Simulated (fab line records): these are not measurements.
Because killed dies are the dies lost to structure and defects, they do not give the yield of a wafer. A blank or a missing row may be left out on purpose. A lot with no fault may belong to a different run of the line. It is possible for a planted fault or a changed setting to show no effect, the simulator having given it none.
A struck lot beside a sound one :: flow sfq-line :: 19 out of 325 route steps
Sound: wafers L896.3, L896.4, L896.6. Struck: wafer L904.6 (left out: L904.5, a lot-mate that was not struck); the cause follows at the end.
At each step with rows: each side's tool, then ch and its chambers, then its first start. Under that, the readings that differ: sound wafers :: struck wafers :: difference of the means :: sigmas: that difference in standard deviations of wafers without a fault.
alike: a reading whose means differ by less than 2 such deviations, as well as words and numbers matching on both sides. not compared: withheld readings; readings where some wafer has no value; bounds like >300 that might hide an equal value; numbers whose values overlap and for which the record gives no deviation.
The two part at a step that has a row with sigmas, a row that says differs or no value, or rows on one side only. When numbers do not overlap yet have no deviation, they are printed without sigmas and do not part them. Lack of a reading on every wafer of one side parts them only where that side has two or more wafers.

first, 4 steps without rows for these wafers: SFQ_TRILAYER_L0_LITHO_SOFTBAKE_009; SFQ_TRILAYER_L0_LITHO_EXPOSE_006 (exposes mask L0, target cd 2000 nm); SFQ_TRILAYER_L0_LITHO_PEB_008 (peb time 60 s); SFQ_TRILAYER_L0_LITHO_DEVELOP_007 (time 60 s).
SFQ_TRILAYER_L0_BARC_OPEN_METAL_ETCH_010: etches BARC in O2, target depth 125 nm, time 41.7 s.
  sound on rie-metal-04 ch 0,1, day 5 04:58; struck on rie-metal-04 ch 0, day 6 15:19
  alike: drypump-motor-current-A, oes-product-au
  not compared: rf-hours-counter-h
SFQ_TRILAYER_L0_ETCH_METAL_ETCH_008: etches MoNx KI in SF6/O2, stops on SiO2, target depth 50 nm, time 25 s.
  sound on rie-metal-04 ch 0,1, day 5 05:01; struck on rie-metal-04 ch 0, day 6 15:25
  alike: drypump-motor-current-A, oes-product-au
  not compared: rf-hours-counter-h
SFQ_TRILAYER_L0_STRIP_STRIP_009: strips in O2.
  sound on rie-metal-04 ch 0,1, day 5 05:15; struck on rie-metal-04 ch 0, day 6 16:14
reading: platen-temp-c (C)
sound: 39.90 39.88 39.90
struck: 40.10
difference: +0.21
sigmas: +2
  alike: drypump-motor-current-A, oes-product-au
  not compared: rf-hours-counter-h
then, 1 step without rows for these wafers: SFQ_TRILAYER_L0_STRIP_SOLV_CLEAN_010 (cleans in NMP, time 600 s).
SFQ_TRILAYER_L0_CAP_PECVD_011: deposits SiO2 from SiH4/N2O, time 13.333 s, target thk 60 nm.
  sound on pecvd-03 ch 0,1, day 5 05:49; struck on pecvd-01 ch 2, day 6 16:50
  alike: heater-power-w, throttle-valve-pct
then, 3 steps without rows for these wafers: SFQ_TRILAYER_L0_VIA_LITHO_COAT_018 (resist thk 62 nm); SFQ_TRILAYER_L0_VIA_LITHO_COAT_013 (resist thk 650 nm); SFQ_TRILAYER_L0_VIA_LITHO_SOFTBAKE_017.
-- the record jumps here: 4 days lie between the struck wafers' starts before and after --
SFQ_TRILAYER_L0_VIA_LITHO_EXPOSE_014: exposes mask L0V, target cd 700 nm.
  sound on krf-scanner-01 ch 0, day 8 16:09; struck on krf-scanner-02 ch 0, day 10 04:57
  alike: mask
then, 2 steps without rows for these wafers: SFQ_TRILAYER_L0_VIA_LITHO_PEB_016 (peb time 60 s); SFQ_TRILAYER_L0_VIA_LITHO_DEVELOP_015 (time 60 s).
SFQ_L0V_OVL_MEAS_903:
  sound on overlay-02, day 8 17:16; struck on overlay-02, day 10 05:41
  alike: L0V_OVL
SFQ_TRILAYER_L0_VIA_BARC_OPEN_VIA_ETCH_021: etches BARC in O2, target depth 125 nm, time 41.7 s.
  sound on rie-diel-03 ch 1,2,3, day 8 17:17; struck on rie-diel-01 ch 0, day 10 05:43
reading: model.L0V.cd-nm (nm)
sound: 701 697.3 697.9
struck: 733.5
difference: +34.8
sigmas: 
  alike: drypump-motor-current-A, oes-product-au
  not compared: rf-hours-counter-h
SFQ_TRILAYER_L0_VIA_ETCH_VIA_ETCH_016: etches SiO2 in CHF3, stops on MoNx KI, target depth 80 nm.
  sound on rie-diel-03 ch 1,2,3, day 8 17:19; struck on rie-diel-01 ch 0, day 10 05:45
reading: model.L0V.cd-nm (nm)
sound: 700.4 698 697.9
struck: 732.8
difference: +34.0
sigmas: 
  alike: drypump-motor-current-A, oes-product-au
SFQ_TRILAYER_L0_VIA_STRIP_STRIP_017: strips in O2.
  sound on rie-metal-03 ch 1, day 8 17:46; struck on rie-metal-03 ch 1, day 10 06:11
  alike: drypump-motor-current-A, oes-product-au, platen-temp-c
  not compared: rf-hours-counter-h

== WHERE THEY PART ==
SFQ_TRILAYER_L0_STRIP_STRIP_009 only, going by this record. Later steps at which nothing parts them and some readings are alike: SFQ_TRILAYER_L0_CAP_PECVD_011, SFQ_TRILAYER_L0_VIA_LITHO_EXPOSE_014, SFQ_L0V_OVL_MEAS_903, SFQ_TRILAYER_L0_VIA_BARC_OPEN_VIA_ETCH_021, SFQ_TRILAYER_L0_VIA_ETCH_VIA_ETCH_016, SFQ_TRILAYER_L0_VIA_STRIP_STRIP_017.

WHY: whatever the simulator had introduced
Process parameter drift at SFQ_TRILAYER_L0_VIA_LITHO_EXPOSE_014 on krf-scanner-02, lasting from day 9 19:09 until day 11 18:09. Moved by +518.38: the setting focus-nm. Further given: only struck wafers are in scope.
